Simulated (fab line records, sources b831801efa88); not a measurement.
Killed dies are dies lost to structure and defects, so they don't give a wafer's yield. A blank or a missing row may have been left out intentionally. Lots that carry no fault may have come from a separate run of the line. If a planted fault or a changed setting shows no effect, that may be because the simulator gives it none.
fab line records	flow sky130
record: lots: 6	wafers: 18	lastDay: 49
route steps=708 shown CONTACT@413 METAL1@434 PAD_OPEN@708
lots with no fault: from the same line, run without faults
startH: hours from the record's first day to the start of the lot's first wafer shown	waitH: hours since the lot's step before	" same as the row above	L1.1+2: one row covering several wafers at once	- no value present, or no start provided	* or withheld: withheld	< > ~ a bound
route shown NAME@n: NAME is a module with steps in the file, n the number in the route of the first one	usual: mean and standard deviation over wafers with no fault	same: alike in all rows	chamber/n: place in a boat	sites: the reading at each site	_std_site: their standard deviation	_edge_site: the outer-site mean with the inner-site mean subtracted	radiusMm: how far each site lies from the wafer's centre	mask NAME#n: copy n	behind: the last tool/chamber to shape the wafer	hold: reason for holding the lot/hours on hold/outcome of the hold	device: whichever transistor did not switch (one of n, p or np)	end of line: at the end of the route, the tests of the same wafers	a step given without rows: its recipe and nothing more	killed: dies lost to structure and defects at the first sort, not the wafer's yield	map: a wafer's dies, x killed, . not, _ none there
set.NAME: the setting as run; set.NAME@STEP: as run at that earlier step	model.NAME: the simulator's own value behind a step, which no gauge read
lots seen at some steps along the route; tables by step, rows by wafer
services: when a tool's chamber went out of use (startH, in hours from the record's first day, below 0 if earlier), for how many hours, and the reason
== steps ==
step: SKY_CONTACT_HMDS_07
recipe: primeTimeS: 60	primeTempC: 120
step: SKY_CONTACT_COAT_08
recipe: resist: BARC	tempC: withheld	timeS: withheld	spinRpm: 3000	resistThkNm: 60
step: SKY_CONTACT_COAT_09
recipe: resist: KrF-thick	spinRpm: 3000	resistThkNm: 450
step: SKY_CONTACT_SOFTBAKE_10
recipe: tempC: 100	timeS: 90	resist: KrF-thick
step: SKY_CONTACT_EXPOSE_11
recipe: maskId: CTM1	na: 0.8	sourceShape: annular	sigmaInner: 0.55	sigmaOuter: 0.85	targetCdNm: 170	doseMj: 38
step: SKY_CONTACT_PEB_12
recipe: pebTempC: withheld	pebTimeS: withheld	resist: KrF-thick
step: SKY_CONTACT_DEVELOP_13
recipe: developTimeS: 60	resist: KrF-thick	devTempC: 21
step: SKY_CONTACT_CD_MEAS_14
recipe: targetCdNm: 170
usual: cdNm: 169.9/1.5
lot.wafer	tool	chamber	startH	waitH	cdNm
L648.2	cdSem-01	-	749.31	-	167.9
L648.4	"	-	"	"	170.0
L648.6	"	-	"	"	169.8
L650.2	cdSem-01	-	763.11	-	171.5
L650.3	"	-	"	"	170.4
L650.4	"	-	"	"	171.7
L653.1	cdSem-01	-	786.84	-	170.7
L653.3	"	-	"	"	171.3
L653.4	"	-	"	"	171.1
L656.2	cdSem-01	-	818.26	-	170.3
L656.3	"	-	"	"	169.7
L656.6	"	-	"	"	169.1
L661.3	cdSem-02	-	863.48	-	167.1
L661.5	"	-	"	"	165.8
L661.6	"	-	"	"	166.8
L665.3	cdSem-02	-	878.43	-	169.6
L665.4	"	-	"	"	169.8
L665.5	"	-	"	"	169.9
step: SKY_CONTACT_OVL_MEAS_15
usual: CONTACT_OVL: 1/4.6
lot.wafer	tool	chamber	startH	waitH	CONTACT_OVL[nm]
L648.2	overlay-01	-	749.41	0.1	-1
L648.4	"	-	"	"	9
L648.6	"	-	"	"	5
L650.2	overlay-01	-	763.22	0.1	3
L650.3	"	-	"	"	-1
L650.4	"	-	"	"	1
L653.1	overlay-02	-	786.96	0.1	6
L653.3	"	-	"	"	4
L653.4	"	-	"	"	5
L656.2	overlay-01	-	818.36	0.1	-5
L656.3	"	-	"	"	4
L656.6	"	-	"	"	-3
L661.3	overlay-02	-	863.57	0.1	5
L661.5	"	-	"	"	7
L661.6	"	-	"	"	0
L665.3	overlay-01	-	878.52	0.1	6
L665.4	"	-	"	"	1
L665.5	"	-	"	"	4
step: SKY_CONTACT_ETCH_16
recipe: chemistry: N2/H2	target: BARC	ionEnergyEv: 200	sourceW: 500	biasW: 100	pressureMtorr: 30	n2FlowSccm: 100	h2FlowSccm: 200	stopOn: SiO2	timeS: 45.9	targetDepthA: 600
step: SKY_CONTACT_ETCH_17
recipe: target: SiO2	chemistry: C4F8/O2/Ar	stopOn: Si3N4	maskMaterial: KrF-thick	sourceW: 1500	biasW: 1200	pressureMtorr: 40	c4f8FlowSccm: withheld	O2_flow_sccm: 6	Ar_flow_sccm: 300	timeS: withheld	targetDepthA: 3400
step: SKY_CONTACT_ETCH_18
recipe: target: Si3N4	chemistry: CHF3/O2	stopOn: TiN	sourceW: 600	biasW: 200	pressureMtorr: 40	chf3FlowSccm: 50	O2_flow_sccm: 5	timeS: 39	targetDepthA: 750
step: SKY_CONTACT_STRIP_19
recipe: chemistry: O2/N2	powerW: 1400	pressureMtorr: 1500	platenTempC: withheld	o2FlowSccm: 3000	n2FlowSccm: 300	overashFraction: 0.5
usual: drypumpMotorCurrentA: 5.6/0.38	oesProductAu: 0.380/0.0046	stripTimeToEndpointS: 3.62/0.033
lot.wafer	tool	chamber	startH	waitH	drypumpMotorCurrentA	oesProductAu	rfHoursCounterH	stripTimeToEndpointS
L648.2	plasmaAsher-01	1	749.57	-	5.8	0.383	94	3.66
L648.4	"	0	"	"	5.4	0.384	-	3.65
L648.6	"	1	"	"	5.8	0.385	-	3.68
L650.2	plasmaAsher-01	0	763.38	-	5.5	0.379	95	3.66
L650.3	"	1	"	"	5.8	0.381	-	3.62
L650.4	"	0	"	"	5.4	0.376	-	3.67
L653.1	plasmaAsher-04	0	787.12	-	6.3	0.378	4	3.61
L653.3	"	0	"	"	6.3	0.376	-	3.66
L653.4	"	1	"	"	5.2	0.379	-	3.67
L656.2	plasmaAsher-01	1	818.52	-	5.8	0.381	100	3.68
L656.3	"	1	"	"	5.8	0.392	-	3.62
L656.6	"	0	"	"	5.4	0.384	-	3.62
L661.3	plasmaAsher-04	0	863.76	-	6.3	0.380	-	3.59
L661.5	"	0	"	"	6.3	0.377	-	3.56
L661.6	"	1	"	"	5.3	0.372	-	3.59
L665.3	plasmaAsher-04	0	878.71	-	6.3	0.378	-	3.59
L665.4	"	1	"	"	5.2	0.380	-	3.63
L665.5	"	1	"	"	5.2	0.381	-	3.62
step: SKY_CONTACT_STRIP_20
recipe: chemistry: postEtchResidueRemover	timeS: 1200	tempC: 72.5
step: SKY_CONTACT_CLEAN_21
recipe: chemistry: IPA	timeS: 180	tempC: 25
step: SKY_CONTACT_CLEAN_22
recipe: chemistry: O3/DIW	dry: n2Spin
step: SKY_CONTACT_SPUTTER_23
recipe: material: TiN	targetThkNm: 20	chamberPressurePa: 5	powerW: 4000	timeS: 80
step: SKY_CONTACT_CVD_24
recipe: material: W	targetThkNm: 340	timeS: 102.12	tempC: 400	pressureTorr: 40
usual: heaterPowerW: 814/36
lot.wafer	tool	chamber	startH	waitH	heaterPowerW
L648.2	cvdW-01	1	750.31	0.0	874
L648.4	"	1	"	"	857
L648.6	"	1	"	"	861
L650.2	cvdW-01	0	764.06	0.0	778
L650.3	"	1	"	"	858
L650.4	"	0	"	"	774
L653.1	cvdW-02	1	787.79	0.0	809
L653.3	"	0	"	"	823
L653.4	"	1	"	"	816
L656.2	cvdW-01	0	819.23	0.0	770
L656.3	"	0	"	"	771
L656.6	"	1	"	"	839
L661.3	cvdW-02	0	864.75	0.1	828
L661.5	"	0	"	"	822
L661.6	"	1	"	"	779
L665.3	cvdW-02	0	879.41	0.1	854
L665.4	"	1	"	"	793
L665.5	"	1	"	"	814
step: SKY_CONTACT_RS_MEAS_25
recipe: thkMeasGauge: four-point-probe	reads: W_of_CONTACT_CVD_24+TiN_of_CONTACT_SPUTTER_23
usual: CONTACT_W_RS: 0.3373/0.0025
lot.wafer	tool	chamber	startH	waitH	CONTACT_W_RS[ohm/sq]
L648.2	filmMetro-01	-	750.44	0.1	0.3360
L648.4	"	-	"	"	0.3351
L648.6	"	-	"	"	0.3380
L650.2	filmMetro-01	-	764.19	0.1	0.3359
L650.3	"	-	"	"	0.3373
L650.4	"	-	"	"	0.3390
L653.1	filmMetro-01	-	787.90	0.1	0.3426
L653.3	"	-	"	"	0.3375
L653.4	"	-	"	"	0.3396
L656.2	filmMetro-01	-	819.36	0.1	0.3360
L656.3	"	-	"	"	0.3360
L656.6	"	-	"	"	0.3316
L661.3	filmMetro-03	-	864.87	0.1	0.3395
L661.5	"	-	"	"	0.3415
L661.6	"	-	"	"	0.3359
L665.3	filmMetro-01	-	879.53	0.1	0.3388
L665.4	"	-	"	"	0.3377
L665.5	"	-	"	"	0.3325
step: SKY_CONTACT_THK_MEAS_26
recipe: thkMeasGauge: xrf	reads: W_of_CONTACT_CVD_24
usual: CONTACT_W_THK: 345/3.8
lot.wafer	tool	chamber	startH	waitH	CONTACT_W_THK[nm]
L648.2	filmMetro-01	-	750.55	0.1	347
L648.4	"	-	"	"	349
L648.6	"	-	"	"	346
L650.2	filmMetro-01	-	764.30	0.1	349
L650.3	"	-	"	"	345
L650.4	"	-	"	"	345
L653.1	filmMetro-01	-	788.02	0.1	337
L653.3	"	-	"	"	343
L653.4	"	-	"	"	342
L656.2	filmMetro-01	-	819.47	0.1	349
L656.3	"	-	"	"	347
L656.6	"	-	"	"	351
L661.3	filmMetro-03	-	864.97	0.1	345
L661.5	"	-	"	"	340
L661.6	"	-	"	"	348
L665.3	filmMetro-01	-	879.63	0.1	344
L665.4	"	-	"	"	347
L665.5	"	-	"	"	352
step: SKY_CONTACT_CMP_27
recipe: stopOn: SiO2	tOverpolishS: 15	downForcePsi: 3.5	platenRpm: 60	targetThkNm: 0	padVelocityMS: 0.94248
step: SKY_METAL1_SPUTTER_00
recipe: material: Ti	targetThkNm: 15	powerW: 3000	timeS: 10	chamberPressurePa: 0.4
step: SKY_METAL1_SPUTTER_01
recipe: material: TiN	targetThkNm: 20	powerW: 6500	timeS: 16.7	chamberPressurePa: 0.4
step: SKY_METAL1_SPUTTER_02
recipe: material: AlCu	targetThkNm: 250	powerW: 10600	timeS: 13.3	chamberPressurePa: 0.4
usual: chamberPressurePa: 0.3999/0.00084	throttleValvePct: 30.4/1.5
lot.wafer	tool	chamber	startH	waitH	chamberPressurePa	throttleValvePct
L648.2	pvdSputter-03	-	750.95	0.0	0.4008	32.6
L648.4	"	-	"	"	0.4001	30.6
L648.6	"	-	"	"	0.3987	29.6
L650.2	pvdSputter-01	-	764.70	0.0	0.3987	30.4
L650.3	"	-	"	"	0.3988	30.7
L650.4	"	-	"	"	0.4006	33.1
L653.1	pvdSputter-02	-	788.49	0.0	0.3996	27.7
L653.3	"	-	"	"	0.3978	29.3
L653.4	"	-	"	"	0.4003	29.3
L656.2	pvdSputter-01	-	820.45	0.0	0.4007	30.6
L656.3	"	-	"	"	0.3997	30.2
L656.6	"	-	"	"	0.4004	30.3
L661.3	pvdSputter-02	-	865.36	0.0	0.4008	27.7
L661.5	"	-	"	"	0.3999	29.5
L661.6	"	-	"	"	0.3989	29.8
L665.3	pvdSputter-02	-	880.02	0.0	0.4014	29.7
L665.4	"	-	"	"	0.4004	27.7
L665.5	"	-	"	"	0.3995	28.0
step: SKY_METAL1_SPUTTER_03
recipe: material: Ti	targetThkNm: 5	powerW: 3000	timeS: 3.3	chamberPressurePa: 0.4
step: SKY_METAL1_SPUTTER_04
recipe: material: TiN	targetThkNm: 70	powerW: 6500	timeS: 58.3	chamberPressurePa: 0.4
usual: chamberPressurePa: 0.4000/0.00089	throttleValvePct: 30.4/1.5
lot.wafer	tool	chamber	startH	waitH	chamberPressurePa	throttleValvePct
L648.2	pvdSputter-03	-	750.99	0.0	0.4003	32.7
L648.4	"	-	"	"	0.3998	30.5
L648.6	"	-	"	"	0.4007	29.5
L650.2	pvdSputter-01	-	764.74	0.0	0.3997	30.3
L650.3	"	-	"	"	0.3992	30.5
L650.4	"	-	"	"	0.4002	33.1
L653.1	pvdSputter-02	-	788.54	0.0	0.3992	27.9
L653.3	"	-	"	"	0.4001	29.5
L653.4	"	-	"	"	0.4004	29.4
L656.2	pvdSputter-01	-	820.49	0.0	0.3997	30.4
L656.3	"	-	"	"	0.3990	30.3
L656.6	"	-	"	"	0.3999	30.4
L661.3	pvdSputter-02	-	865.40	0.0	0.3995	28.0
L661.5	"	-	"	"	0.4003	29.5
L661.6	"	-	"	"	0.4004	29.8
L665.3	pvdSputter-02	-	880.06	0.0	0.3995	29.4
L665.4	"	-	"	"	0.4001	27.8
L665.5	"	-	"	"	0.3993	28.0
step: SKY_METAL1_RS_MEAS_05
recipe: thkMeasGauge: four-point-probe	reads: TiN_of_METAL1_SPUTTER_04+Ti_of_METAL1_SPUTTER_03+AlCu_of_METAL1_SPUTTER_02+TiN_of_METAL1_SPUTTER_01+Ti_of_METAL1_SPUTTER_00
usual: METAL1_ALCU_RS: 0.1274/0.0013
lot.wafer	tool	chamber	startH	waitH	METAL1_ALCU_RS[ohm/sq]
L648.2	filmMetro-03	-	751.06	0.0	0.1265
L648.4	"	-	"	"	0.1261
L648.6	"	-	"	"	0.1276
L650.2	filmMetro-02	-	764.81	0.0	0.1265
L650.3	"	-	"	"	0.1298
L650.4	"	-	"	"	0.1270
L653.1	filmMetro-03	-	788.59	0.0	0.1281
L653.3	"	-	"	"	0.1282
L653.4	"	-	"	"	0.1306
L656.2	filmMetro-02	-	820.56	0.0	0.1264
L656.3	"	-	"	"	0.1293
L656.6	"	-	"	"	0.1285
L661.3	filmMetro-03	-	865.49	0.1	0.1269
L661.5	"	-	"	"	0.1277
L661.6	"	-	"	"	0.1262
L665.3	filmMetro-02	-	880.15	0.1	0.1268
L665.4	"	-	"	"	0.1278
L665.5	"	-	"	"	0.1278
step: SKY_METAL1_THK_MEAS_06
recipe: thkMeasGauge: xrf	reads: AlCu_of_METAL1_SPUTTER_02
usual: METAL1_ALCU_THK: 247/3
lot.wafer	tool	chamber	startH	waitH	METAL1_ALCU_THK[nm]
L648.2	filmMetro-03	-	751.17	0.1	248
L648.4	"	-	"	"	250
L648.6	"	-	"	"	247
L650.2	filmMetro-02	-	764.92	0.1	247
L650.3	"	-	"	"	242
L650.4	"	-	"	"	246
L653.1	filmMetro-03	-	788.71	0.1	244
L653.3	"	-	"	"	244
L653.4	"	-	"	"	239
L656.2	filmMetro-02	-	820.67	0.1	249
L656.3	"	-	"	"	244
L656.6	"	-	"	"	246
L661.3	filmMetro-03	-	865.59	0.1	250
L661.5	"	-	"	"	247
L661.6	"	-	"	"	248
L665.3	filmMetro-02	-	880.25	0.1	244
L665.4	"	-	"	"	245
L665.5	"	-	"	"	244
step: SKY_METAL1_DEHYDRATE_07
recipe: tempC: 200	timeS: 60
step: SKY_METAL1_HMDS_08
recipe: primeTimeS: 60	primeTempC: 120
step: SKY_METAL1_COAT_09
recipe: resist: BARC	tempC: withheld	timeS: withheld	spinRpm: 3000	resistThkNm: 60
step: SKY_METAL1_COAT_10
recipe: resist: KrF-thick	spinRpm: 3000	resistThkNm: 450
step: SKY_METAL1_SOFTBAKE_11
recipe: tempC: 100	timeS: 90	resist: KrF-thick
step: SKY_METAL1_EXPOSE_12
recipe: maskId: MM1	na: 0.8	sourceShape: annular	sigmaInner: 0.55	sigmaOuter: 0.85	targetCdNm: 140	doseMj: 28
step: SKY_METAL1_PEB_13
recipe: pebTempC: withheld	pebTimeS: withheld	resist: KrF-thick
step: SKY_METAL1_DEVELOP_14
recipe: developTimeS: 60	resist: KrF-thick	devTempC: 21
step: SKY_METAL1_CD_MEAS_15
recipe: targetCdNm: 140
usual: cdNm: 139.8/1.4
lot.wafer	tool	chamber	startH	waitH	cdNm
L648.2	cdSem-01	-	777.26	-	137.9
L648.4	"	-	"	"	140.5
L648.6	"	-	"	"	138.7
L650.2	cdSem-02	-	790.46	-	139.0
L650.3	"	-	"	"	140.2
L650.4	"	-	"	"	140.1
L653.1	cdSem-02	-	813.24	-	139.3
L653.3	"	-	"	"	138.8
L653.4	"	-	"	"	139.1
L656.2	cdSem-01	-	844.16	-	143.4
L656.3	"	-	"	"	145.4
L656.6	"	-	"	"	143.1
L661.3	cdSem-02	-	892.33	-	139.9
L661.5	"	-	"	"	137.7
L661.6	"	-	"	"	140.7
L665.3	cdSem-02	-	905.43	-	141.6
L665.4	"	-	"	"	140.6
L665.5	"	-	"	"	141.7
step: SKY_METAL1_OVL_MEAS_16
usual: METAL1_OVL: 5/6
lot.wafer	tool	chamber	startH	waitH	METAL1_OVL[nm]
L648.2	overlay-01	-	777.37	0.1	-10
L648.4	"	-	"	"	-9
L648.6	"	-	"	"	-12
L650.2	overlay-02	-	790.56	0.1	5
L650.3	"	-	"	"	-4
L650.4	"	-	"	"	0
L653.1	overlay-02	-	813.36	0.1	9
L653.3	"	-	"	"	3
L653.4	"	-	"	"	-1
L656.2	overlay-01	-	844.26	0.1	2
L656.3	"	-	"	"	14
L656.6	"	-	"	"	3
L661.3	overlay-01	-	892.42	0.1	8
L661.5	"	-	"	"	11
L661.6	"	-	"	"	5
L665.3	overlay-02	-	905.52	0.1	8
L665.4	"	-	"	"	10
L665.5	"	-	"	"	6
step: SKY_METAL1_DESCUM_17
recipe: chemistry: O2	sourcePowerW: 150	biasPowerW: 0	pressureMtorr: 10	tempC: 40	timeS: 8
usual: drypumpMotorCurrentA: 5.8/0.4	oesProductAu: 0.997/0.008	tempC: 40.02/0.12
lot.wafer	tool	chamber	startH	waitH	drypumpMotorCurrentA	oesProductAu	rfHoursCounterH	tempC
L648.2	rieMetal-04	0	777.40	0.0	6.5	0.999	2	40.02
L648.4	"	1	"	"	5.1	0.991	-	40.09
L648.6	"	0	"	"	6.5	0.997	-	40.01
L650.2	rieMetal-01	0	790.59	0.0	5.6	0.999	6	40.00
L650.3	"	1	"	"	5.7	1.004	-	39.88
L650.4	"	0	"	"	5.6	0.998	-	40.18
L653.1	rieMetal-03	1	813.40	0.0	5.6	0.991	1	40.11
L653.3	"	1	"	"	5.7	1.005	-	40.16
L653.4	"	1	"	"	5.6	1.002	-	40.26
L656.2	rieMetal-03	1	844.29	0.0	5.7	0.996	3	40.10
L656.3	"	0	"	"	6.0	1.006	-	40.02
L656.6	"	1	"	"	5.6	0.993	-	40.03
L661.3	rieMetal-03	1	892.46	0.0	5.6	0.985	-	40.00
L661.5	"	0	"	"	6.0	0.999	-	40.18
L661.6	"	1	"	"	5.6	0.978	-	39.88
L665.3	rieMetal-01	1	905.55	0.0	5.7	0.999	-	39.89
L665.4	"	0	"	"	5.6	0.992	-	40.31
L665.5	"	0	"	"	5.6	0.992	-	40.10
step: SKY_METAL1_ETCH_18
recipe: chemistry: N2/H2	target: BARC	ionEnergyEv: 200	biasW: 100	pressureMtorr: 30	n2FlowSccm: 100	h2FlowSccm: 200	icpW: 500	stopOn: SiO2	timeS: 45.9	targetDepthA: 600
usual: drypumpMotorCurrentA: 5.8/0.4	oesProductAu: 0.854/0.0049	throttleValvePct: 13.224/0.0081
lot.wafer	tool	chamber	startH	waitH	drypumpMotorCurrentA	oesProductAu	rfHoursCounterH	throttleValvePct
L648.2	rieMetal-04	0	777.43	0.0	6.5	0.855	2	13.229
L648.4	"	1	"	"	5.1	0.855	-	13.243
L648.6	"	0	"	"	6.5	0.849	-	13.227
L650.2	rieMetal-01	0	790.62	0.0	5.6	0.850	6	13.220
L650.3	"	1	"	"	5.7	0.849	-	13.224
L650.4	"	0	"	"	5.6	0.858	-	13.210
L653.1	rieMetal-03	1	813.46	0.1	5.6	0.860	1	13.238
L653.3	"	1	"	"	5.7	0.863	-	13.231
L653.4	"	1	"	"	5.6	0.856	-	13.205
L656.2	rieMetal-03	1	844.32	0.0	5.6	0.857	3	13.216
L656.3	"	0	"	"	6.0	0.858	-	13.241
L656.6	"	1	"	"	5.6	0.856	-	13.219
L661.3	rieMetal-03	1	892.50	0.0	5.7	0.859	-	13.212
L661.5	"	0	"	"	6.0	0.857	-	13.230
L661.6	"	1	"	"	5.6	0.850	-	13.226
L665.3	rieMetal-01	1	905.59	0.0	5.7	0.858	-	13.205
L665.4	"	0	"	"	5.6	0.866	-	13.218
L665.5	"	0	"	"	5.6	0.855	-	13.232
step: SKY_METAL1_METAL_ETCH_19
recipe: targetDepthA: 3600	stopOn: SiO2	overEtchFrac: 0.3	timeS: 78	chemistry: Cl2/BCl3	resistSidewallDeg: 88	pressureMtorr: 10	icpW: 900	biasW: 48.5	Cl2_flow_sccm: 60	bcl3FlowSccm: 30
step: SKY_METAL1_STRIP_20
recipe: chemistry: O2/N2	powerW: 1400	pressureMtorr: 1500	platenTempC: withheld	o2FlowSccm: 3000	n2FlowSccm: 300	overashFraction: 0.5
step: SKY_PAD_OPEN_PROBE_99
usual: killed_at_M0_to_M3: 44/6.5	killed_at_M4_up: 3.3/1.9	killedAtContacts: 23/4.7	killedAtFrontEnd: 15/4.5	killedAtOther: 0.2/0.52	killedDies: 86/8.9	killedOnRim: 17/3.7	killedOpen: 47/6.8	killedShort: 39/6.1
same: grossDies: 492	killedAtBackSide: 0
lot.wafer	tool	chamber	startH	waitH	killed_at_M0_to_M3	killed_at_M4_up	killedAtContacts	killedAtFrontEnd	killedAtOther	killedDies	killedOnRim	killedOpen	killedShort
L650.2	prober-02	-	1090.56	0.1	37	4	21	14	0	76	12	50	26
L650.3	prober-02	-	1090.61	0.2	44	4	26	9	0	83	21	49	34
L650.4	prober-02	-	1090.66	0.2	41	6	20	17	0	84	10	43	41
L656.2	prober-01	-	1134.85	0.1	48	4	26	16	0	94	16	51	43
L656.3	prober-01	-	1134.90	0.2	47	2	28	20	0	97	21	54	43
L656.6	prober-01	-	1135.05	0.2	51	7	24	13	1	96	24	55	41
L661.3	prober-01	-	1166.20	0.2	40	4	61	18	0	123	29	34	43
L661.5	prober-01	-	1166.30	0.2	43	3	73	18	0	137	26	57	38
L661.6	prober-01	-	1166.35	0.2	53	9	27	17	0	106	16	54	52
L665.3	prober-01	-	1180.47	0.2	30	0	60	18	0	108	27	37	25
L665.4	prober-01	-	1180.52	0.2	30	4	19	17	0	70	12	38	32
L665.5	prober-01	-	1180.57	0.2	51	1	21	17	2	92	16	49	43
killed by level:class
L650.2 VIA2:geometricParticle:open=12 CONTACT:geometricParticle:open=8 VIA1:geometricParticle:open=6 POLY_GATE:geometricParticle:short=5 LI_CONTACT:geometricParticle:open=5 METAL2:geometricParticle:short=4 POLY_GATE:geometricParticle:open=4 VIA3:geometricParticle:open=4
L650.3 CONTACT:geometricParticle:open=11 VIA3:geometricParticle:open=9 VIA1:geometricParticle:open=7 LI_CONTACT:geometricParticle:open=6 METAL1:geometricParticle:short=6 POLY_GATE:geometricParticle:short=5 VIA2:geometricParticle:open=5 CONTACT:geometricParticle:short=4
L650.4 VIA1:geometricParticle:open=12 CONTACT:geometricParticle:open=10 METAL4:geometricParticle:short=6 POLY_GATE:geometricParticle:short=5 CONTACT:geometricParticle:short=5 VIA1:geometricParticle:short=5 VIA2:geometricParticle:open=5 FIELD_ISO:geometricParticle:open=4
L656.2 VIA1:geometricParticle:open=15 VIA3:geometricParticle:open=10 CONTACT:geometricParticle:open=8 LI_CONTACT:geometricParticle:open=7 LOCAL_INTERCONNECT:geometricParticle:short=7 FIELD_ISO:geometricParticle:short=6 VIA1:geometricParticle:short=5 METAL2:geometricParticle:short=5
L656.3 FIELD_ISO:geometricParticle:open=9 CONTACT:geometricParticle:open=8 CONTACT:geometricParticle:short=7 VIA2:geometricParticle:open=7 VIA3:geometricParticle:open=7 LOCAL_INTERCONNECT:geometricParticle:short=6 VIA1:geometricParticle:short=6 VIA1:geometricParticle:open=6
L656.6 VIA1:geometricParticle:open=15 CONTACT:geometricParticle:open=12 METAL2:geometricParticle:short=9 VIA2:geometricParticle:short=6 FIELD_ISO:geometricParticle:open=5 VIA3:geometricParticle:open=5 VIA2:geometricParticle:open=4 METAL4:geometricParticle:short=4
L661.3 CONTACT:unspecified=46 VIA1:geometricParticle:short=8 VIA1:geometricParticle:open=8 METAL2:geometricParticle:short=7 VIA2:geometricParticle:open=7 FIELD_ISO:geometricParticle:short=6 FIELD_ISO:geometricParticle:open=6 LI_CONTACT:geometricParticle:open=5
L661.5 CONTACT:unspecified=42 LI_CONTACT:geometricParticle:open=10 CONTACT:geometricParticle:open=10 METAL2:geometricParticle:short=8 VIA3:geometricParticle:open=8 VIA2:geometricParticle:open=6 LOCAL_INTERCONNECT:geometricParticle:short=5 POLY_GATE:geometricParticle:open=4
L661.6 VIA1:geometricParticle:open=12 CONTACT:geometricParticle:open=9 LI_CONTACT:geometricParticle:open=9 VIA1:geometricParticle:short=9 VIA2:geometricParticle:open=9 LOCAL_INTERCONNECT:geometricParticle:short=6 METAL4:geometricParticle:short=6 FIELD_ISO:geometricParticle:short=4
L665.3 CONTACT:unspecified=46 VIA1:geometricParticle:open=9 FIELD_ISO:geometricParticle:open=6 FIELD_ISO:geometricParticle:short=6 VIA1:geometricParticle:short=5 LI_CONTACT:geometricParticle:open=5 CONTACT:geometricParticle:open=5 VIA3:geometricParticle:open=4
L665.4 CONTACT:geometricParticle:open=10 VIA1:geometricParticle:open=6 FIELD_ISO:geometricParticle:open=4 METAL1:geometricParticle:short=4 VIA1:geometricParticle:short=4 VIA3:geometricParticle:open=4 FIELD_ISO:geometricParticle:short=3 POLY_GATE:geometricParticle:open=3
L665.5 VIA1:geometricParticle:open=14 METAL2:geometricParticle:short=8 CONTACT:geometricParticle:open=7 VIA3:geometricParticle:open=6 VIA1:geometricParticle:short=5 LOCAL_INTERCONNECT:geometricParticle:short=5 FIELD_ISO:geometricParticle:open=4 FIELD_ISO:geometricParticle:short=4
map L661.5 (x killed, . not)
__________......xxxx_________
________.....x.xxxxxxx_______
______.....x...xxxxxxxxx_____
_____..x........xxxxxxxxx____
____.............xxxxxxxxx___
___....xx...xx.x.xxxxxx..x.__
__xx.x.x..x.......x....xx..x_
_..x.....xx.x........x.....x.
_..xx.xx.....x..x.x..xx..x...
_............x.x.x..x....x...
_.x...........x....x.....x.x.
_x.....x....x.x.......x......
_...xx....xx..........x....x.
_....xx..x..x.......x.....x..
_..........xx..x.x.x.........
__.....x.....x.............._
___......x..x.xx...........__
____x.x......x.....x.x....___
_____...x.x.x.........x..____
______....x..xx....x..x._____
________.x...xxx.....x_______
__________x.x......._________
map L665.3 (x killed, . not)
__________x..xxxxxxx_________
________.....xxxxxxxxx_______
______...x...xx.xxxxxxxx_____
_____.........x.xxxxxxxxx____
____.x..........xxxxxxxx..___
___..............x..xxx.x..__
__x...x..xx..x....x...x....._
_.xx.................x.......
_x.....x.....................
_xx....x...x...xx............
_.....x.x.x....x.x.........x.
_...........x.......x..x....x
_...xx.....x......x..x.....xx
_...........x...x.........x..
_....x.xx..x...........x....x
__................xx......x._
___..x.xx...........x......__
____.......x..............___
_____.x.x................____
______..x.......x......._____
________.............._______
__________.........._________
== services ==
tool	chamber	startH	hours	kind
rieMetal-01	-	727.97	2.8	pm
plasmaAsher-04	-	733.75	9.0	pm
cvdW-02	0	739.03	4.9	repair
pvdSputter-02	-	746.48	1.5	repair
pvdSputter-01	-	748.54	4.8	repair
plasmaAsher-04	-	751.25	2.8	pm
pvdSputter-01	-	752.33	1.5	repair
plasmaAsher-04	-	754.61	2.3	repair
rieMetal-03	1	759.50	-	clean
rieMetal-03	1	759.50	17.1	scheduledDown
cvdW-01	0	773.72	6.2	repair
pvdSputter-03	-	776.29	1.1	repair
rieMetal-03	-	782.67	2.5	repair
rieMetal-03	-	789.75	1.4	pm
rieMetal-04	-	796.49	1.1	repair
plasmaAsher-01	-	799.02	3.8	repair
pvdSputter-03	-	801.65	2.0	repair
rieMetal-04	0	803.90	6.0	repair
cvdW-01	1	847.96	4.4	repair
cvdW-01	1	866.34	3.9	repair
pvdSputter-01	-	874.42	11.0	repair
pvdSputter-02	-	876.05	0.7	repair
cvdW-01	1	885.26	2.9	repair
cvdW-01	-	904.00	14.0	pm
== key ==
firstSign: step: SKY_PAD_OPEN_PROBE_99	reading: killedAtContacts	direction: up	sigmas: 8.8	usual: 23	struck: 65
effect: step: SKY_PAD_OPEN_PROBE_99	reading: killedDies	direction: up	sigmas: 4.2	usual: 86	struck: 123
metAt SKY_CONTACT_STRIP_19
struckWafers L661.3,L661.5,L665.3
testerLeftOut L661,L665
onsetBetween 787.12 863.76
fault: kind: chamberParticleSource	tool: plasmaAsher-04	chamber: 0	onsetH: 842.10	steps: SKY_CONTACT_STRIP_19	ratePerVisitCm2: 1.2753	endH: 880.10
testerLeftOut: of these lots the tester's yield and bins aren't shown, on N5 and GAA mostly nor the transistor test; their killed dies are dies lost to structure and defects alone, not to doping, threshold or leakage, so they don't give the yield
